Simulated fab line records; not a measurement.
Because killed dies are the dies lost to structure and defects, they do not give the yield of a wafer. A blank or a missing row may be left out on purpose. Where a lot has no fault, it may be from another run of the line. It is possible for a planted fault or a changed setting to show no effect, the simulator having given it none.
fab line records	flow sky130
[record] lots = 5	wafers = 15	last-day = 49
route steps=708 shown VIA2@527 METAL3@532 CAPM@537 PAD_OPEN@708
lots with no fault: from the same line, run without faults
start-h: start of the lot's first displayed wafer, in hours after the record's first day	wait-h: hours from the lot's prior step to this one	" the same as in the row above	L1.1+2: a single row standing in for several wafers	- no value present, or no start provided	* or withheld: withheld	< > ~ a bound
route shown NAME@n: a module of which the file shows steps, and the number in the route of the first	usual: mean and standard deviation over wafers with no fault	same: alike in all rows	chamber/n: place in a boat	sites: the reading at each site	_std_site: standard deviation across them	_edge_site: inner sites' mean taken away from outer sites' mean	radius-mm: for every site, how far away it sits from the centre of the wafer	mask NAME#n: copy n	behind: the most recent tool/chamber to have shaped the wafer	hold: the reason the lot was held/the length of the hold in hours/how it ended	device: the n, p or np transistor that did not switch	end of line: tests of these same wafers at the route's end	a step without rows: its recipe alone	killed: dies lost to structure and defects at the first sort, not the wafer's yield	map: a wafer's dies, marking killed ones x, the rest . and places with no die _
set.NAME: the setting the step ran with; set.NAME@STEP: the setting that earlier step ran with	model.NAME: the simulator's own value behind a step, which no gauge read
lots at some steps of the route; a table a step, a row a wafer
services: when a tool's chamber went out of use (start-h, in hours from the record's first day, below 0 if earlier), for how many hours, and the reason
[[steps]]
[step SKY_VIA2_SPUTTER_20]
[recipe] material = TiN	target-thk-nm = 20	chamber-pressure-pa = 5	power-w = 4000	time-s = 80
[step SKY_VIA2_CVD_21]
[recipe] material = W	target-thk-nm = 420	time-s = 126.4	temp-c = 400	pressure-torr = 40
[usual] heater-power-w = 824/40
[same] time-s = 126.4
lot.wafer	tool	chamber	start-h	wait-h	heater-power-w
L291.2	cvd-w-01	0	893.75	0.0	898
L291.4	"	0	"	"	883
L291.6	"	0	"	"	899
L294.3	cvd-w-02	0	896.39	0.1	896
L294.5	"	1	"	"	814
L294.6	"	0	"	"	909
L302.2	cvd-w-01	1	936.97	0.0	831
L302.4	"	1	"	"	823
L302.6	"	0	"	"	883
L306.4	cvd-w-02	0	963.33	0.1	835
L306.5	"	0	"	"	794
L306.6	"	1	"	"	792
L307.3	cvd-w-02	0	976.91	0.1	823
L307.4	"	1	"	"	763
L307.5	"	1	"	"	778
[step SKY_VIA2_RS_MEAS_22]
[recipe] thk-meas-gauge = four-point-probe	reads = W_of_VIA2_CVD_21+TiN_of_VIA2_SPUTTER_20
[usual] VIA2_W_RS = 0.2723/0.0028
lot.wafer	tool	chamber	start-h	wait-h	VIA2_W_RS[ohm/sq]
L291.2	film-metro-04	-	893.90	0.1	0.2666
L291.4	"	-	"	"	0.2635
L291.6	"	-	"	"	0.2679
L294.3	film-metro-01	-	896.52	0.1	0.2691
L294.5	"	-	"	"	0.2708
L294.6	"	-	"	"	0.2726
L302.2	film-metro-01	-	937.12	0.1	0.2778
L302.4	"	-	"	"	0.2781
L302.6	"	-	"	"	0.2774
L306.4	film-metro-03	-	963.48	0.1	0.2682
L306.5	"	-	"	"	0.2687
L306.6	"	-	"	"	0.2702
L307.3	film-metro-04	-	977.03	0.1	0.2713
L307.4	"	-	"	"	0.2693
L307.5	"	-	"	"	0.2715
[step SKY_VIA2_THK_MEAS_23]
[recipe] thk-meas-gauge = xrf	reads = W_of_VIA2_CVD_21
[usual] VIA2_W_THK = 431/9.3
lot.wafer	tool	chamber	start-h	wait-h	VIA2_W_THK[nm]
L291.2	film-metro-04	-	894.01	0.1	450
L291.4	"	-	"	"	457
L291.6	"	-	"	"	448
L294.3	film-metro-01	-	896.62	0.1	424
L294.5	"	-	"	"	423
L294.6	"	-	"	"	422
L302.2	film-metro-01	-	937.23	0.1	420
L302.4	"	-	"	"	419
L302.6	"	-	"	"	421
L306.4	film-metro-03	-	963.57	0.1	421
L306.5	"	-	"	"	424
L306.6	"	-	"	"	424
L307.3	film-metro-04	-	977.13	0.1	443
L307.4	"	-	"	"	448
L307.5	"	-	"	"	444
[step SKY_VIA2_CMP_24]
[recipe] stop-on = SiO2	t-overpolish-s = 20	down-force-psi = 3.5	platen-rpm = 60	target-thk-nm = 0	pad-velocity-m-s = 0.94248
[step SKY_METAL3_SPUTTER_00]
[recipe] material = Ti	target-thk-nm = 15	power-w = 3000	time-s = 10	chamber-pressure-pa = 0.4
[step SKY_METAL3_SPUTTER_01]
[recipe] material = TiN	target-thk-nm = 20	power-w = 6500	time-s = 16.7	chamber-pressure-pa = 0.4
[step SKY_METAL3_SPUTTER_02]
[recipe] material = AlCu	target-thk-nm = 735	power-w = 10600	time-s = 39.1	chamber-pressure-pa = 0.4
[step SKY_METAL3_SPUTTER_03]
[recipe] material = Ti	target-thk-nm = 5	power-w = 3000	time-s = 3.3	chamber-pressure-pa = 0.4
[step SKY_METAL3_SPUTTER_04]
[recipe] material = TiN	target-thk-nm = 70	power-w = 6500	time-s = 58.3	chamber-pressure-pa = 0.4
[usual] cathode-dc-power-W = 6500.1/1.3	throttle-valve-pct = 30.2/1.1
[same] time-s = 58.3
lot.wafer	tool	chamber	start-h	wait-h	cathode-dc-power-W	throttle-valve-pct
L291.2	pvd-sputter-01	-	894.46	0.0	6502.3	30.5
L291.4	"	-	"	"	6500.3	29.6
L291.6	"	-	"	"	6500.9	30.9
L294.3	pvd-sputter-04	-	897.06	0.0	6500.8	28.8
L294.5	"	-	"	"	6501.0	31.9
L294.6	"	-	"	"	6502.4	28.5
L302.2	pvd-sputter-02	-	937.68	0.0	6498.8	31.4
L302.4	"	-	"	"	6499.8	30.7
L302.6	"	-	"	"	6502.5	29.5
L306.4	pvd-sputter-04	-	964.01	0.0	6500.2	28.3
L306.5	"	-	"	"	6501.7	28.5
L306.6	"	-	"	"	6500.1	28.5
L307.3	pvd-sputter-01	-	977.72	0.0	6498.3	30.8
L307.4	"	-	"	"	6500.7	31.8
L307.5	"	-	"	"	6500.1	30.7
[step SKY_CAPM_CVD_00]
[recipe] material = SiO2	target-thk-nm = 15.5	temp-c = 400	time-s = withheld	rf-w = 450
[usual] heater-power-w = 724/97
lot.wafer	tool	chamber	start-h	wait-h	heater-power-w
L291.2	pecvd-01	1	894.51	0.0	606
L291.4	"	1	"	"	614
L291.6	"	0	"	"	804
L294.3	pecvd-02	0	897.11	0.0	838
L294.5	"	2	"	"	557
L294.6	"	1	"	"	803
L302.2	pecvd-02	2	937.73	0.0	533
L302.4	"	0	"	"	733
L302.6	"	2	"	"	535
L306.4	pecvd-01	0	964.06	0.0	854
L306.5	"	2	"	"	687
L306.6	"	1	"	"	725
L307.3	pecvd-01	2	977.76	0.0	575
L307.4	"	2	"	"	549
L307.5	"	1	"	"	607
[step SKY_CAPM_THK_MEAS_01]
[recipe] reads = SiO2_of_CAPM_CVD_00
[usual] CAPM_CVD_00_THK = 15.38/0.24
lot.wafer	tool	chamber	start-h	wait-h	CAPM_CVD_00_THK[nm]
L291.2	film-metro-02	-	894.54	-	15.41
L291.4	"	-	"	"	15.81
L291.6	"	-	"	"	15.91
L294.3	film-metro-03	-	897.15	-	15.30
L294.5	"	-	"	"	15.76
L294.6	"	-	"	"	15.53
L302.2	film-metro-03	-	937.76	-	14.99
L302.4	"	-	"	"	15.61
L302.6	"	-	"	"	15.44
L306.4	film-metro-01	-	964.11	-	15.53
L306.5	"	-	"	"	15.42
L306.6	"	-	"	"	15.49
L307.3	film-metro-01	-	977.81	-	15.24
L307.4	"	-	"	"	15.31
L307.5	"	-	"	"	15.57
[step SKY_CAPM_SPUTTER_02]
[recipe] material = TiN	target-thk-nm = 200	temp-c = 300	power-w = 6500	time-s = 166.7	chamber-pressure-pa = 0.4
[usual] cathode-dc-power-W = 6500.0/1.2	throttle-valve-pct = 29.8/1.2
[same] time-s = 166.7
lot.wafer	tool	chamber	start-h	wait-h	cathode-dc-power-W	throttle-valve-pct	model.TiN_of_CAPM_SPUTTER_02.thk-nm
L291.2	pvd-sputter-04	-	894.59	0.0	6498.2	28.6	196.1
L291.4	"	-	"	"	6499.8	28.5	197.1
L291.6	"	-	"	"	6499.0	28.4	197.3
L294.3	pvd-sputter-03	-	897.19	0.0	6501.3	31.9	202.7
L294.5	"	-	"	"	6499.5	32.1	202.4
L294.6	"	-	"	"	6499.4	29.2	201.1
L302.2	pvd-sputter-03	-	937.81	0.0	6499.4	31.8	206.1
L302.4	"	-	"	"	6499.5	29.9	203
L302.6	"	-	"	"	6107.9	28.3	192.5
L306.4	pvd-sputter-02	-	964.14	0.0	6500.2	31.1	199.8
L306.5	"	-	"	"	6499.8	31.4	198.5
L306.6	"	-	"	"	6499.9	30.7	202.9
L307.3	pvd-sputter-04	-	977.85	0.0	6500.4	31.6	198.9
L307.4	"	-	"	"	6497.9	31.0	199.4
L307.5	"	-	"	"	6499.9	28.5	201.5
[step SKY_CAPM_RS_MEAS_03]
[recipe] thk-meas-gauge = four-point-probe	reads = TiN_of_CAPM_SPUTTER_02
[usual] CAPM_TIN_RS = 6.90/0.089
lot.wafer	tool	chamber	start-h	wait-h	hold	CAPM_TIN_RS[ohm/sq]
L291.2	film-metro-02	-	894.72	0.1	-	7.06
L291.4	"	-	"	"	-	7.02
L291.6	"	-	"	"	-	7.00
L294.3	film-metro-01	-	897.34	0.1	-	6.82
L294.5	"	-	"	"	-	6.83
L294.6	"	-	"	"	-	6.87
L302.2	film-metro-01	-	937.94	0.1	await-dispo/0.2h/release	6.71
L302.4	"	-	"	"	await-dispo/0.2h/release	6.82
L302.6	"	-	"	"	await-dispo/0.2h/release	7.18
L302.2	film-metro-01	-	938.23	0.3	-	6.71
L302.4	"	-	"	"	-	6.82
L302.6	"	-	"	"	-	7.20
L306.4	film-metro-03	-	964.31	0.1	-	6.90
L306.5	"	-	"	"	-	6.93
L306.6	"	-	"	"	-	6.79
L307.3	film-metro-03	-	978.00	0.1	-	6.93
L307.4	"	-	"	"	-	6.91
L307.5	"	-	"	"	-	6.85
[step SKY_CAPM_THK_MEAS_04]
[recipe] thk-meas-gauge = xrf	reads = TiN_of_CAPM_SPUTTER_02
[usual] CAPM_TIN_THK = 203.2/2.6
lot.wafer	tool	chamber	start-h	wait-h	CAPM_TIN_THK[nm]
L291.2	film-metro-02	-	894.83	0.1	197.2
L291.4	"	-	"	"	198.8
L291.6	"	-	"	"	199.8
L294.3	film-metro-01	-	897.44	0.1	205.1
L294.5	"	-	"	"	205.6
L294.6	"	-	"	"	203.6
L302.2	film-metro-01	-	938.34	0.1	209.0
L302.4	"	-	"	"	206.0
L302.6	"	-	"	"	194.7
L306.4	film-metro-03	-	964.40	0.1	204.6
L306.5	"	-	"	"	202.6
L306.6	"	-	"	"	207.7
L307.3	film-metro-03	-	978.10	0.1	203.7
L307.4	"	-	"	"	205.2
L307.5	"	-	"	"	207.0
[step SKY_CAPM_DEHYDRATE_05]
[recipe] temp-c = 200	time-s = 60
[step SKY_CAPM_HMDS_06]
[recipe] prime-time-s = 60	prime-temp-c = 120
[step SKY_CAPM_COAT_07]
[recipe] resist = NOVOLAK	spin-rpm = 3000	resist-thk-nm = 1140
[step SKY_CAPM_SOFTBAKE_08]
[recipe] temp-c = 90	time-s = 60	resist = NOVOLAK
[step SKY_CAPM_EXPOSE_09]
[recipe] mask-id = CAPM	na = 0.6	source-shape = conventional	sigma-outer = 0.6	polarization = unpolarized	target-cd-nm = 1000	dose-mj = 159
[step SKY_CAPM_PEB_10]
[recipe] temp-c = withheld	time-s = *	resist = NOVOLAK
[step SKY_CAPM_DEVELOP_11]
[recipe] resist = NOVOLAK	developer = TMAH	develop-time-s = 60	dev-temp-c = 23
[step SKY_CAPM_OVL_MEAS_12]
[usual] CAPM_OVL = 0.1/1.5
lot.wafer	tool	chamber	start-h	wait-h	CAPM_OVL[nm]
L291.2	overlay-02	-	919.45	0.1	1.8
L291.4	"	-	"	"	0.5
L291.6	"	-	"	"	-1.6
L294.3	overlay-01	-	921.66	0.1	0.4
L294.5	"	-	"	"	1.1
L294.6	"	-	"	"	1.2
L302.2	overlay-02	-	962.05	0.1	-0.8
L302.4	"	-	"	"	-0.5
L302.6	"	-	"	"	-0.7
L306.4	overlay-02	-	987.47	0.1	1.8
L306.5	"	-	"	"	1.7
L306.6	"	-	"	"	3.3
L307.3	overlay-02	-	1001.21	0.1	0.1
L307.4	"	-	"	"	1.0
L307.5	"	-	"	"	0.6
[step SKY_CAPM_METAL_ETCH_13]
[recipe] target-depth-nm = 220	stop-on = SiO2	chemistry = Cl2/BCl3	target = TiN	pressure-mtorr = 10	icp-w = 900	bias-w = 48.5	Cl2_flow_sccm = 60	bcl3-flow-sccm = 30	time-s = 62.9
[step SKY_CAPM_STRIP_14]
[recipe] chemistry = O2/N2	power-w = 1400	pressure-mtorr = 1500	platen-temp-c = withheld	o2-flow-sccm = 3000	n2-flow-sccm = 300	overash-fraction = 0.5
[step SKY_CAPM_STRIP_15]
[recipe] chemistry = post-etch-residue-remover	time-s = 1200	temp-c = 72.5
[step SKY_CAPM_CLEAN_16]
[recipe] chemistry = IPA	time-s = 180	temp-c = 25
[step SKY_CAPM_CLEAN_17]
[recipe] chemistry = O3/DIW	dry = n2-spin
[step SKY_METAL3_DEHYDRATE_05]
[recipe] temp-c = 200	time-s = 60
[step SKY_METAL3_HMDS_06]
[recipe] prime-time-s = 60	prime-temp-c = 120
[step SKY_METAL3_COAT_07]
[recipe] resist = BARC	temp-c = withheld	time-s = withheld	spin-rpm = 3000	resist-thk-nm = 60
[step SKY_METAL3_COAT_08]
[recipe] resist = KrF-thick	spin-rpm = 3000	resist-thk-nm = 1140
[step SKY_METAL3_SOFTBAKE_09]
[recipe] temp-c = 99.26	time-s = 90	resist = KrF-thick
[step SKY_METAL3_EXPOSE_10]
[recipe] mask-id = MM3	na = 0.68	source-shape = annular	sigma-inner = 0.4	sigma-outer = 0.8	target-cd-nm = 300	dose-mj = 28
[step SKY_METAL3_PEB_11]
[recipe] peb-temp-c = withheld	peb-time-s = withheld	resist = KrF-thick
[step SKY_METAL3_DEVELOP_12]
[recipe] develop-time-s = 60	resist = KrF-thick	dev-temp-c = 21
[step SKY_METAL3_CD_MEAS_13]
[recipe] target-cd-nm = 300
[usual] cd-nm = 300.3/1.7
lot.wafer	tool	chamber	start-h	wait-h	cd-nm
L291.2	cd-sem-01	-	944.87	-	301.9
L291.4	"	-	"	"	301.1
L291.6	"	-	"	"	299.9
L294.3	cd-sem-01	-	947.34	-	304.9
L294.5	"	-	"	"	303.6
L294.6	"	-	"	"	303.3
L302.2	cd-sem-02	-	986.82	-	299.6
L302.4	"	-	"	"	299.4
L302.6	"	-	"	"	299.0
L306.4	cd-sem-02	-	1011.40	-	300.0
L306.5	"	-	"	"	300.0
L306.6	"	-	"	"	298.5
L307.3	cd-sem-02	-	1024.39	-	303.0
L307.4	"	-	"	"	302.1
L307.5	"	-	"	"	302.2
[step SKY_METAL3_OVL_MEAS_14]
[usual] METAL3_OVL = -2/5
lot.wafer	tool	chamber	start-h	wait-h	METAL3_OVL[nm]
L291.2	overlay-01	-	944.97	0.1	-11
L291.4	"	-	"	"	-7
L291.6	"	-	"	"	-7
L294.3	overlay-02	-	947.43	0.1	9
L294.5	"	-	"	"	3
L294.6	"	-	"	"	7
L302.2	overlay-01	-	986.92	0.1	1
L302.4	"	-	"	"	2
L302.6	"	-	"	"	-6
L306.4	overlay-01	-	1011.48	0.1	0
L306.5	"	-	"	"	-10
L306.6	"	-	"	"	4
L307.3	overlay-01	-	1024.49	0.1	-7
L307.4	"	-	"	"	-4
L307.5	"	-	"	"	-10
[step SKY_METAL3_DESCUM_15]
[recipe] chemistry = O2	source-power-w = 150	bias-power-w = 0	pressure-mtorr = 10	temp-c = 40	time-s = 8
[step SKY_METAL3_ETCH_16]
[recipe] chemistry = N2/H2	target = BARC	ion-energy-ev = 200	bias-w = 100	pressure-mtorr = 30	n2-flow-sccm = 100	h2-flow-sccm = 200	icp-w = 500	stop-on = SiO2	time-s = 88.2	target-depth-a = 600
[usual] drypump-motor-current-A = 6.0/0.31	h2-flow-sccm = 200.0/0.61	oes-product-au = 0.626/0.0045	throttle-valve-pct = 13.204/0.009
[same] time-s = 88.2
lot.wafer	tool	chamber	start-h	wait-h	drypump-motor-current-A	h2-flow-sccm	oes-product-au	rf-hours-counter-h	throttle-valve-pct
L291.2	rie-metal-04	1	945.04	0.0	6.0	199.6	0.628	13	13.189
L291.4	"	1	"	"	6.0	199.6	0.628	-	13.197
L291.6	"	0	"	"	5.7	199.4	0.624	-	13.201
L294.3	rie-metal-01	1	947.52	0.0	6.2	199.7	0.626	-	13.213
L294.5	"	1	"	"	6.2	199.2	0.631	-	13.220
L294.6	"	0	"	"	6.4	200.3	0.625	-	13.209
L302.2	rie-metal-02	0	986.99	0.0	5.6	201.0	0.624	11	13.210
L302.4	"	1	"	"	5.7	200.1	0.619	-	13.208
L302.6	"	0	"	"	5.6	200.2	0.623	-	13.199
L306.4	rie-metal-04	1	1011.56	0.0	6.0	199.3	0.623	-	13.222
L306.5	"	1	"	"	6.0	199.8	0.622	-	13.201
L306.6	"	0	"	"	5.7	199.5	0.630	-	13.194
L307.3	rie-metal-02	0	1024.58	0.0	5.6	198.9	0.623	-	13.204
L307.4	"	1	"	"	5.7	201.0	0.627	-	13.200
L307.5	"	1	"	"	5.7	200.0	0.629	-	13.214
[step SKY_METAL3_ETCH_17]
[recipe] target = SiO2	stop-on = TiN	chemistry = C4F8/O2/Ar	source-w = 1500	bias-w = 1200	pressure-mtorr = 40	c4f8-flow-sccm = withheld	O2_flow_sccm = 6	Ar_flow_sccm = 300	time-s = 3.9	target-depth-a = 150
[step SKY_METAL3_METAL_ETCH_18]
[recipe] target-depth-a = 8450	stop-on = SiO2	over-etch-frac = 0.3	time-s = 183.1	chemistry = Cl2/BCl3	resist-sidewall-deg = 88	pressure-mtorr = 10	icp-w = 900	bias-w = 48.5	Cl2_flow_sccm = 60	bcl3-flow-sccm = 30
[usual] drypump-motor-current-A = 6.0/0.31	mfc-cl2-sccm = 60.01/0.18	oes-product-au = 0.867/0.0059	throttle-valve-pct = 22.264/0.009
[same] time-s = 183.1
lot.wafer	tool	chamber	start-h	wait-h	drypump-motor-current-A	mfc-cl2-sccm	oes-product-au	rf-hours-counter-h	throttle-valve-pct
L291.2	rie-metal-02	0	945.15	0.0	5.6	59.84	0.876	9	22.259
L291.4	"	0	"	"	5.6	59.95	0.865	-	22.285
L291.6	"	1	"	"	5.7	60.04	0.874	-	22.262
L294.3	rie-metal-04	1	947.66	0.1	6.0	59.87	0.877	-	22.258
L294.5	"	0	"	"	5.7	60.14	0.862	-	22.267
L294.6	"	1	"	"	6.0	60.14	0.867	-	22.252
L302.2	rie-metal-04	0	987.10	0.0	5.7	59.91	0.856	7	22.280
L302.4	"	0	"	"	5.7	59.92	0.863	-	22.257
L302.6	"	1	"	"	6.0	60.19	0.870	-	22.263
L306.4	rie-metal-01	0	1011.71	0.1	6.4	60.28	0.872	-	22.265
L306.5	"	1	"	"	6.2	60.28	0.869	-	22.240
L306.6	"	0	"	"	6.4	60.31	0.870	-	22.253
L307.3	rie-metal-01	0	1024.72	0.1	6.4	60.08	0.863	-	22.253
L307.4	"	1	"	"	6.2	59.96	0.869	-	22.266
L307.5	"	1	"	"	6.3	59.98	0.865	-	22.254
[step SKY_METAL3_STRIP_20]
[recipe] chemistry = post-etch-residue-remover	time-s = 1200	temp-c = 72.5
[same] time-s = 1200
lot.wafer	tool	chamber	start-h	wait-h	model.TiN_of_CAPM_SPUTTER_02.thk-nm
L291.2	wet-bench-04	3	945.43	0.1	195.2
L291.4	"	3	"	"	196.3
L291.6	"	3	"	"	196.5
L294.3	wet-bench-02	3	947.88	0.0	201.9
L294.5	"	3	"	"	201.6
L294.6	"	3	"	"	200.3
L302.2	wet-bench-04	1	987.38	0.1	205.2
L302.4	"	1	"	"	202.2
L302.6	"	1	"	"	191.7
L306.4	wet-bench-02	2	1011.92	0.0	199
L306.5	"	2	"	"	197.7
L306.6	"	2	"	"	202.1
L307.3	wet-bench-01	2	1024.94	0.0	198.1
L307.4	"	2	"	"	198.6
L307.5	"	2	"	"	200.6
[step SKY_PAD_OPEN_PROBE_99]
[usual] defect-limited-yield = 82.2/1.9	killed_at_M0_to_M3 = 44/6.7	killed_at_M4_up = 3.1/1.8	killed-at-contacts = 24/5.1	killed-at-front-end = 16/4.7	killed-at-other = 0.3/0.59	killed-dies = 88/9.6	killed-open = 48/7.3	killed-short = 39/6.5	sort_bin_3_pad_short = 0.9/0.43	sort_bin_5_function = 10.6/1.6	sort_bin_6_memory = 6.3/1.1	sort-n-pass = 404/9.6	sort-yield-pct = 82.2/1.9
[same] gross-dies = 492	killed-at-back-side = 0	sort_bin_4_leakage[%] = 0	sort_bin_8_speed[%] = 0
lot.wafer	tool	chamber	start-h	wait-h	defect-limited-yield[%]	killed_at_M0_to_M3	killed_at_M4_up	killed-at-contacts	killed-at-front-end	killed-at-other	killed-dies	killed-open	killed-short	sort_bin_3_pad_short[%]	sort_bin_5_function[%]	sort_bin_6_memory[%]	sort-n-pass	sort-yield-pct[%]	model.etest.cap-mim.plate-ohm-sq
L291.2	prober-02	-	1112.93	0.1	81.9	45	2	30	12	0	89	57	32	1.0	10.6	6.5	403	81.9	6.085
L291.4	prober-02	-	1113.03	0.2	84.1	34	5	26	12	1	78	42	35	1.0	9.3	5.5	414	84.1	6.104
L291.6	prober-02	-	1113.13	0.2	82.5	44	1	27	14	0	86	47	39	1.0	12.6	3.9	406	82.5	6.122
L294.3	prober-01	-	1115.24	0.2	79.9	43	2	33	21	0	99	50	49	1.0	12.6	6.5	393	79.9	5.908
L294.5	prober-01	-	1115.34	0.2	84.3	33	3	24	17	0	77	35	42	0.6	9.6	5.5	415	84.3	5.904
L294.6	prober-01	-	1115.39	0.2	83.3	30	6	29	17	0	82	37	45	1.4	9.1	6.1	410	83.3	6.071
L302.2	prober-02	-	1148.21	0.1	81.3	39	5	26	22	0	92	52	40	1.4	11.4	5.9	400	81.3	5.794
L302.4	prober-02	-	1148.31	0.2	83.7	37	5	25	13	0	80	45	35	0.6	9.8	5.9	412	83.7	5.832
L302.6	prober-02	-	1148.41	0.2	84.6	38	3	22	12	1	76	48	28	0.8	8.5	6.1	416	84.6	6.264
L306.4	prober-02	-	1164.67	0.2	83.7	42	1	19	17	1	80	30	49	2.2	9.3	4.7	412	83.7	6.015
L306.5	prober-02	-	1164.72	0.2	83.7	45	1	19	14	1	80	41	38	0.8	7.9	7.5	412	83.7	6.142
L306.6	prober-02	-	1164.77	0.2	85.0	32	5	14	22	1	74	39	34	1.0	8.5	5.5	418	85.0	5.989
L307.3	prober-01	-	1176.33	0.2	82.7	50	2	22	11	0	85	48	36	1.2	9.8	6.3	407	82.7	6.005
L307.4	prober-01	-	1176.38	0.2	83.5	56	5	11	9	0	81	50	30	0.8	8.9	6.7	411	83.5	5.998
L307.5	prober-01	-	1176.43	0.2	80.7	49	4	27	15	0	95	48	47	1.2	10.2	7.9	397	80.7	5.891
// killed by level:class
L291.2 CONTACT:geometric-particle:open=18 VIA3:geometric-particle:open=11 VIA1:geometric-particle:open=10 CONTACT:geometric-particle:short=8 VIA1:geometric-particle:short=7 METAL2:geometric-particle:short=7 VIA2:geometric-particle:open=5 LI_CONTACT:geometric-particle:open=4
L291.4 CONTACT:geometric-particle:open=15 VIA1:geometric-particle:open=8 METAL2:geometric-particle:short=7 CONTACT:geometric-particle:short=6 FIELD_ISO:geometric-particle:open=5 VIA3:geometric-particle:open=5 VIA1:geometric-particle:short=5 FIELD_ISO:geometric-particle:short=4
L291.6 CONTACT:geometric-particle:open=14 VIA1:geometric-particle:open=9 METAL2:geometric-particle:short=9 CONTACT:geometric-particle:short=6 VIA2:geometric-particle:open=6 FIELD_ISO:geometric-particle:short=5 LI_CONTACT:geometric-particle:open=5 VIA3:geometric-particle:open=4
L294.3 CONTACT:geometric-particle:open=14 VIA1:geometric-particle:open=9 FIELD_ISO:geometric-particle:short=7 CONTACT:geometric-particle:short=7 FIELD_ISO:geometric-particle:open=6 VIA3:geometric-particle:open=5 VIA2:geometric-particle:short=5 METAL3:geometric-particle:short=5
L294.5 CONTACT:geometric-particle:open=9 VIA1:geometric-particle:open=7 METAL1:geometric-particle:short=6 POLY_GATE:geometric-particle:short=5 LOCAL_INTERCONNECT:geometric-particle:short=5 VIA3:geometric-particle:open=5 FIELD_ISO:geometric-particle:open=4 SPACER:geometric-particle:short=4
L294.6 CONTACT:geometric-particle:short=10 CONTACT:geometric-particle:open=10 VIA1:geometric-particle:open=7 POLY_GATE:geometric-particle:open=6 METAL1:geometric-particle:short=6 LOCAL_INTERCONNECT:geometric-particle:short=5 METAL2:geometric-particle:short=5 FIELD_ISO:geometric-particle:short=4
L302.2 CONTACT:geometric-particle:open=11 LI_CONTACT:geometric-particle:open=8 VIA1:geometric-particle:open=8 VIA1:geometric-particle:short=6 VIA2:geometric-particle:open=6 FIELD_ISO:geometric-particle:open=5 POLY_GATE:geometric-particle:short=5 VIA3:geometric-particle:open=5
L302.4 LI_CONTACT:geometric-particle:open=8 METAL2:geometric-particle:short=7 VIA3:geometric-particle:open=7 CONTACT:geometric-particle:open=5 VIA1:geometric-particle:open=5 VIA2:geometric-particle:open=5 FIELD_ISO:geometric-particle:open=4 CONTACT:geometric-particle:short=4
L302.6 CONTACT:geometric-particle:open=14 VIA2:geometric-particle:open=8 VIA1:geometric-particle:open=6 VIA3:geometric-particle:open=5 POLY_GATE:geometric-particle:open=4 VIA1:geometric-particle:short=4 FIELD_ISO:geometric-particle:open=3 SONOS_ONO:geometric-particle:short=3
L306.4 VIA2:geometric-particle:short=8 CONTACT:geometric-particle:short=6 CONTACT:geometric-particle:open=6 METAL2:geometric-particle:short=6 VIA1:geometric-particle:short=5 VIA1:geometric-particle:open=5 SONOS_ONO:geometric-particle:short=4 METAL1:geometric-particle:short=4
L306.5 LI_CONTACT:geometric-particle:open=7 METAL1:geometric-particle:open=6 VIA1:geometric-particle:open=6 CONTACT:geometric-particle:open=5 SPACER:geometric-particle:short=5 METAL1:geometric-particle:short=5 VIA1:geometric-particle:short=5 VIA2:geometric-particle:open=5
L306.6 FIELD_ISO:geometric-particle:open=7 VIA1:geometric-particle:open=7 FIELD_ISO:geometric-particle:short=6 CONTACT:geometric-particle:open=6 VIA1:geometric-particle:short=5 VIA3:geometric-particle:open=5 VIA2:geometric-particle:open=5 VIA3:geometric-particle:short=4
L307.3 VIA1:geometric-particle:open=13 CONTACT:geometric-particle:open=10 METAL2:geometric-particle:short=8 METAL1:geometric-particle:short=7 VIA3:geometric-particle:open=6 FIELD_ISO:geometric-particle:open=5 LOCAL_INTERCONNECT:geometric-particle:short=4 VIA1:geometric-particle:short=4
L307.4 VIA1:geometric-particle:open=17 VIA3:geometric-particle:open=9 METAL1:geometric-particle:short=6 VIA3:geometric-particle:short=5 VIA2:geometric-particle:open=4 LI_CONTACT:geometric-particle:open=4 CONTACT:geometric-particle:open=4 METAL1:geometric-particle:open=4
L307.5 VIA1:geometric-particle:open=14 VIA3:geometric-particle:open=8 FIELD_ISO:geometric-particle:short=7 METAL1:geometric-particle:short=6 LI_CONTACT:geometric-particle:short=5 LI_CONTACT:geometric-particle:open=5 LOCAL_INTERCONNECT:geometric-particle:short=5 CONTACT:geometric-particle:open=5
[[services]]
tool	chamber	start-h	hours	kind
pecvd-01	-	880.72	12.0	repair
rie-metal-02	0	880.93	6.1	repair
pvd-sputter-03	-	883.22	1.0	repair
cvd-w-02	-	904.00	14.0	pm
cvd-w-02	0	904.00	14.0	vent-cycle
cvd-w-02	1	904.00	14.0	vent-cycle
rie-metal-01	0	909.07	8.1	repair
cvd-w-01	-	913.74	1.1	repair
pecvd-01	1	914.66	2.1	scheduled-down
cvd-w-02	-	918.00	6.9	pm
cvd-w-02	0	918.00	-	clean
cvd-w-02	1	918.00	-	clean
pvd-sputter-04	-	919.20	0.9	repair
cvd-w-01	-	924.97	4.3	pm
cvd-w-02	0	928.69	6.3	repair
pvd-sputter-03	-	939.55	3.3	repair
cvd-w-02	-	981.45	2.8	pm
rie-metal-04	1	993.70	12.3	repair
cvd-w-01	0	1003.38	18.7	repair
pvd-sputter-02	-	1008.85	1.6	repair
pvd-sputter-04	3	1009.75	-	consumable-replace:kit
pvd-sputter-04	3	1009.75	18.0	scheduled-down
pvd-sputter-04	3	1009.75	18.0	vent-cycle
pecvd-01	-	1014.23	2.3	repair
[[key]]
[first-sign] step = SKY_CAPM_SPUTTER_02	reading = cathode-dc-power-W	direction = down	sigmas = 99+	usual = 6500.0	struck = 6107.9
[effect] step = SKY_CAPM_RS_MEAS_03	reading = visit	direction = added
[effect] step = SKY_CAPM_THK_MEAS_04	reading = CAPM_TIN_THK	direction = down	sigmas = 3.3	usual = 203.2	struck = 194.7
[model-effect] step = SKY_CAPM_SPUTTER_02	value = TiN_of_CAPM_SPUTTER_02.thk-nm	without = 204.6	struck = 192.5
[model-effect] step = SKY_METAL3_STRIP_20	value = TiN_of_CAPM_SPUTTER_02.thk-nm	without = 203.8	struck = 191.7
[model-effect] step = SKY_PAD_OPEN_PROBE_99	value = etest.cap-mim.plate-ohm-sq	without = 5.894	struck = 6.264
met-at SKY_CAPM_SPUTTER_02
struck-wafers L302.6
[fault] kind = process-parameter-drift	tool = pvd-sputter-03	chamber = -	onset-h = 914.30	steps = SKY_CAPM_SPUTTER_02	channel = power-w	offset = *	shape = step	acts-in = *	stated = *	scope = struck-wafers-only
